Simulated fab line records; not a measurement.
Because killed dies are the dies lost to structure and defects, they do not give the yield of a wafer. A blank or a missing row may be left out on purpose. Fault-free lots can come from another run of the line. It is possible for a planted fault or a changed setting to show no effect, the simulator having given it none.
Which tool was responsible? :: flow sky130 :: Sampling: 10 lots, 30 wafers, 5 of 708 route steps

== WHAT EACH GAUGE READ, for each wafer ==
The record holds no reading of a measuring or inspecting step that can be judged against a usual standard deviation.

== TOOL THAT RAN EACH LOT (tool first, then ch and the chambers of the sampled wafers, then the start) ==
lot: L801
SKY_METAL2_DESCUM_17: rie metal-02 ch 0,1, day 35 17:34
SKY_VIA3_CMP_02: cmp-02 ch 0,1,2, day 39 04:06
SKY_VIA3_ETCH_14: rie diel-01 ch 0,1,2, day 40 05:46
SKY_VIA3_STRIP_16: plasma asher-03 ch 0,1, day 40 05:52
SKY_CAP2M_STRIP_14: plasma asher-01 ch 0,1, day 41 06:16

lot: L805
SKY_METAL2_DESCUM_17: rie metal-04 ch 0,1, day 37 08:29
SKY_VIA3_CMP_02: cmp-01 ch 0,3, day 40 18:20
SKY_VIA3_ETCH_14: rie diel-02 ch 2,3, day 41 17:05
SKY_VIA3_STRIP_16: plasma asher-03 ch 0,1, day 41 17:11
SKY_CAP2M_STRIP_14: plasma asher-02 ch 0,1, day 42 18:26

lot: L808
SKY_METAL2_DESCUM_17: rie metal-02 ch 0,1, day 38 22:25
SKY_VIA3_CMP_02: cmp-02 ch 1,2,3, day 42 03:26
SKY_VIA3_ETCH_14: rie diel-01 ch 0,1,2, day 43 04:14
SKY_VIA3_STRIP_16: plasma asher-04 ch 0,1, day 43 04:20
SKY_CAP2M_STRIP_14: plasma asher-01 ch 0,1, day 44 04:20

lot: L813
SKY_METAL2_DESCUM_17: rie metal-01 ch 0,1, day 40 02:58
SKY_VIA3_CMP_02: cmp-01 ch 0,2,3, day 43 06:38
SKY_VIA3_ETCH_14: rie diel-03 ch 0,1,3, day 44 05:34
SKY_VIA3_STRIP_16: plasma asher-04 ch 0,1, day 44 05:40
SKY_CAP2M_STRIP_14: plasma asher-01 ch 0,1, day 45 03:34

lot: L816
SKY_METAL2_DESCUM_17: rie metal-02 ch 1, day 40 10:26
SKY_VIA3_CMP_02: cmp-02 ch 0,2,3, day 43 14:59
SKY_VIA3_ETCH_14: rie diel-03 ch 0,1, day 44 13:11
SKY_VIA3_STRIP_16: plasma asher-04 ch 0,1, day 44 13:19
SKY_CAP2M_STRIP_14: plasma asher-01 ch 0,1, day 45 12:39

lot: L815
SKY_METAL2_DESCUM_17: rie metal-01 ch 0,1, day 40 12:50
SKY_VIA3_CMP_02: cmp-02 ch 0,1,2, day 43 17:35
SKY_VIA3_ETCH_14: rie diel-02 ch 2,3, day 44 16:20
SKY_VIA3_STRIP_16: plasma asher-04 ch 0,1, day 44 16:26
SKY_CAP2M_STRIP_14: plasma asher-04 ch 0,1, day 45 14:28

lot: L818
SKY_METAL2_DESCUM_17: rie metal-02 ch 0,1, day 41 15:38
SKY_VIA3_CMP_02: cmp-02 ch 0,2,3, day 44 17:03
SKY_VIA3_ETCH_14: rie diel-01 ch 0,2,3, day 45 14:59
SKY_VIA3_STRIP_16: plasma asher-03 ch 0,1, day 45 15:05
SKY_CAP2M_STRIP_14: plasma asher-02 ch 0,1, day 46 13:46

lot: L819
SKY_METAL2_DESCUM_17: rie metal-01 ch 0, day 41 17:52
SKY_VIA3_CMP_02: cmp-02 ch 0,1,2, day 44 18:55
SKY_VIA3_ETCH_14: rie diel-02 ch 0,2, day 45 16:31
SKY_VIA3_STRIP_16: plasma asher-02 ch 0,1, day 45 16:37
SKY_CAP2M_STRIP_14: plasma asher-04 ch 0,1, day 46 14:08

lot: L820
SKY_METAL2_DESCUM_17: rie metal-04 ch 0,1, day 41 18:22
SKY_VIA3_CMP_02: cmp-01 ch 0,3, day 44 18:59
SKY_VIA3_ETCH_14: rie diel-03 ch 0,1,2, day 45 16:47
SKY_VIA3_STRIP_16: plasma asher-03 ch 0,1, day 45 16:53
SKY_CAP2M_STRIP_14: plasma asher-01 ch 0,1, day 46 14:26

lot: L821
SKY_METAL2_DESCUM_17: rie metal-02 ch 0,1, day 41 21:53
SKY_VIA3_CMP_02: cmp-02 ch 2,3, day 45 00:19
SKY_VIA3_ETCH_14: rie diel-03 ch 0,2,3, day 45 21:58
SKY_VIA3_STRIP_16: plasma asher-02 ch 0,1, day 45 22:04
SKY_CAP2M_STRIP_14: plasma asher-01 ch 0, day 46 20:01
- SKY_METAL2_DESCUM_17: chemistry O2, time 8 s.
- SKY_VIA3_CMP_02: polishes SiO2.
- SKY_VIA3_ETCH_14: etches BARC in N2/H2, stops on SiO2, time 45.9 s, target depth 60 nm.
- SKY_VIA3_STRIP_16: strips in O2/N2.
- SKY_CAP2M_STRIP_14: strips in O2/N2.

== AS READ BY THE TOOLS THEMSELVES (means over the sampled wafers that have a number; for cases with no such wafer, the mark the record gives instead) ==
SKY_METAL2_DESCUM_17. Usual: drypump motor current A 5.6 A, standard deviation 0.53; oes product au 1.003 a.u., standard deviation 0.011.
lot: L801
tool: rie metal-02
drypump motor current A (A): 5.2
oes product au (a.u.): 1.004
flag: 

lot: L805
tool: rie metal-04
drypump motor current A (A): 6.0
oes product au (a.u.): 1.014
flag: 

lot: L808
tool: rie metal-02
drypump motor current A (A): 5.0
oes product au (a.u.): 0.998
flag: 

lot: L813
tool: rie metal-01
drypump motor current A (A): 5.8
oes product au (a.u.): 0.997
flag: 

lot: L816
tool: rie metal-02
drypump motor current A (A): 5.5
oes product au (a.u.): 1.003
flag: 

lot: L815
tool: rie metal-01
drypump motor current A (A): 6.1
oes product au (a.u.): 0.992
flag: 

lot: L818
tool: rie metal-02
drypump motor current A (A): 5.2
oes product au (a.u.): 1.002
flag: 

lot: L819
tool: rie metal-01
drypump motor current A (A): 6.4
oes product au (a.u.): 1.008
flag: 

lot: L820
tool: rie metal-04
drypump motor current A (A): 5.9
oes product au (a.u.): 1.018
flag: 

lot: L821
tool: rie metal-02
drypump motor current A (A): 5.0
oes product au (a.u.): 1.005
flag: 

SKY_VIA3_CMP_02. Usual: motor current A 11.6 A, standard deviation 0.78; retaining ring pressure frac 1.000, standard deviation 0.0052.
lot: L801
tool: cmp-02
motor current A (A): 11.6
retaining ring pressure frac: 0.998
flag: 

lot: L805
tool: cmp-01
motor current A (A): 11.2
retaining ring pressure frac: 0.998
flag: 

lot: L808
tool: cmp-02
motor current A (A): 11.3
retaining ring pressure frac: 1.001
flag: 

lot: L813
tool: cmp-01
motor current A (A): 12.1
retaining ring pressure frac: 1.001
flag: 

lot: L816
tool: cmp-02
motor current A (A): 11.2
retaining ring pressure frac: 0.998
flag: 

lot: L815
tool: cmp-02
motor current A (A): 11.5
retaining ring pressure frac: 1.001
flag: 

lot: L818
tool: cmp-02
motor current A (A): 11.3
retaining ring pressure frac: 1.000
flag: 

lot: L819
tool: cmp-02
motor current A (A): 11.6
retaining ring pressure frac: 0.998
flag: 

lot: L820
tool: cmp-01
motor current A (A): 11.3
retaining ring pressure frac: 1.003
flag: 

lot: L821
tool: cmp-02
motor current A (A): 10.7
retaining ring pressure frac: 1.002
flag: 

SKY_VIA3_ETCH_14. Usual: drypump motor current A 5.7 A, standard deviation 0.33; oes product au 0.854 a.u., standard deviation 0.0051; run length s 74.3 s, standard deviation 0.47; throttle valve pct 13.225 %, standard deviation 0.0076.
lot: L801
tool: rie diel-01
drypump motor current A (A): 5.5
oes product au (a.u.): 0.854
run length s (s): 74.8
throttle valve pct (%): 13.227
flag: 

lot: L805
tool: rie diel-02
drypump motor current A (A): 6.0
oes product au (a.u.): 0.857
run length s (s): 74.3
throttle valve pct (%): 13.225
flag: 

lot: L808
tool: rie diel-01
drypump motor current A (A): 5.5
oes product au (a.u.): 0.891
run length s (s): 72.7
throttle valve pct (%): 13.224
flag: OFF

lot: L813
tool: rie diel-03
drypump motor current A (A): 5.8
oes product au (a.u.): 0.852
run length s (s): 74.3
throttle valve pct (%): 13.219
flag: 

lot: L816
tool: rie diel-03
drypump motor current A (A): 5.7
oes product au (a.u.): 0.848
run length s (s): 74.5
throttle valve pct (%): 13.222
flag: 

lot: L815
tool: rie diel-02
drypump motor current A (A): 5.9
oes product au (a.u.): 0.853
run length s (s): 74.5
throttle valve pct (%): 13.234
flag: 

lot: L818
tool: rie diel-01
drypump motor current A (A): 5.4
oes product au (a.u.): 0.854
run length s (s): 74.7
throttle valve pct (%): 13.232
flag: 

lot: L819
tool: rie diel-02
drypump motor current A (A): 6.3
oes product au (a.u.): 0.857
run length s (s): 73.7
throttle valve pct (%): 13.220
flag: 

lot: L820
tool: rie diel-03
drypump motor current A (A): 5.6
oes product au (a.u.): 0.851
run length s (s): 74.2
throttle valve pct (%): 13.226
flag: 

lot: L821
tool: rie diel-03
drypump motor current A (A): 5.7
oes product au (a.u.): 0.860
run length s (s): 74.1
throttle valve pct (%): 13.224
flag: 

SKY_VIA3_STRIP_16. Usual: drypump motor current A 5.7 A, standard deviation 0.45; oes product au 0.402 a.u., standard deviation 0.0047; strip time to endpoint s 4.132 s, standard deviation 0.025.
lot: L801
tool: plasma asher-03
drypump motor current A (A): 6.0
oes product au (a.u.): 0.403
strip time to endpoint s (s): 4.117
flag: 

lot: L805
tool: plasma asher-03
drypump motor current A (A): 6.1
oes product au (a.u.): 0.400
strip time to endpoint s (s): 4.149
flag: 

lot: L808
tool: plasma asher-04
drypump motor current A (A): 5.8
oes product au (a.u.): 0.406
strip time to endpoint s (s): 4.169
flag: 

lot: L813
tool: plasma asher-04
drypump motor current A (A): 5.8
oes product au (a.u.): 0.407
strip time to endpoint s (s): 4.142
flag: 

lot: L816
tool: plasma asher-04
drypump motor current A (A): 5.8
oes product au (a.u.): 0.401
strip time to endpoint s (s): 4.138
flag: 

lot: L815
tool: plasma asher-04
drypump motor current A (A): 5.8
oes product au (a.u.): 0.404
strip time to endpoint s (s): 4.161
flag: 

lot: L818
tool: plasma asher-03
drypump motor current A (A): 6.1
oes product au (a.u.): 0.400
strip time to endpoint s (s): 4.121
flag: 

lot: L819
tool: plasma asher-02
drypump motor current A (A): 5.4
oes product au (a.u.): 0.403
strip time to endpoint s (s): 4.108
flag: 

lot: L820
tool: plasma asher-03
drypump motor current A (A): 6.1
oes product au (a.u.): 0.399
strip time to endpoint s (s): 4.134
flag: 

lot: L821
tool: plasma asher-02
drypump motor current A (A): 5.0
oes product au (a.u.): 0.408
strip time to endpoint s (s): 4.119
flag: 

SKY_CAP2M_STRIP_14. Usual: drypump motor current A 5.49 A, standard deviation 0.28; oes product au 0.710 a.u., standard deviation 0.0049; strip time to endpoint s 12.65 s, standard deviation 0.04.
lot: L801
tool: plasma asher-01
drypump motor current A (A): 5.36
oes product au (a.u.): 0.704
strip time to endpoint s (s): 12.74
flag: 

lot: L805
tool: plasma asher-02
drypump motor current A (A): 5.05
oes product au (a.u.): 0.708
strip time to endpoint s (s): 12.69
flag: 

lot: L808
tool: plasma asher-01
drypump motor current A (A): 5.35
oes product au (a.u.): 0.711
strip time to endpoint s (s): 12.61
flag: 

lot: L813
tool: plasma asher-01
drypump motor current A (A): 5.30
oes product au (a.u.): 0.712
strip time to endpoint s (s): 12.64
flag: 

lot: L816
tool: plasma asher-01
drypump motor current A (A): 5.37
oes product au (a.u.): 0.710
strip time to endpoint s (s): 12.70
flag: 

lot: L815
tool: plasma asher-04
drypump motor current A (A): 5.85
oes product au (a.u.): 0.713
strip time to endpoint s (s): 12.64
flag: 

lot: L818
tool: plasma asher-02
drypump motor current A (A): 5.04
oes product au (a.u.): 0.712
strip time to endpoint s (s): 12.66
flag: 

lot: L819
tool: plasma asher-04
drypump motor current A (A): 5.81
oes product au (a.u.): 0.705
strip time to endpoint s (s): 12.62
flag: 

lot: L820
tool: plasma asher-01
drypump motor current A (A): 5.33
oes product au (a.u.): 0.709
strip time to endpoint s (s): 12.65
flag: 

lot: L821
tool: plasma asher-01
drypump motor current A (A): 5.38
oes product au (a.u.): 0.710
strip time to endpoint s (s): 12.62
flag: 

== THE ANSWER, worked out from the rows above alone ==
Rule: lot off if the mean of its wafers having a number is beyond 3 standard deviations from the usual mean. Also off: a lot with no number at a reading for which 4 or more lots have one. Any other lot the step has rows for is counted as sound. After the gauges, taken in route order, come the tools' own readings; for these a lot's mean is taken, as printed above. At the first step where some lot is off, the reading lying furthest off is the one used; lots without a number count as furthest.
Off: L808 (SKY_VIA3_ETCH_14, oes product au).
If a tool, at that step or one of the process steps before it, ran each lot that is off and ran no sound lot following the first of them, it fits. Of those tried, none fits.

== WHAT WAS PUT IN BY THE SIMULATOR ==
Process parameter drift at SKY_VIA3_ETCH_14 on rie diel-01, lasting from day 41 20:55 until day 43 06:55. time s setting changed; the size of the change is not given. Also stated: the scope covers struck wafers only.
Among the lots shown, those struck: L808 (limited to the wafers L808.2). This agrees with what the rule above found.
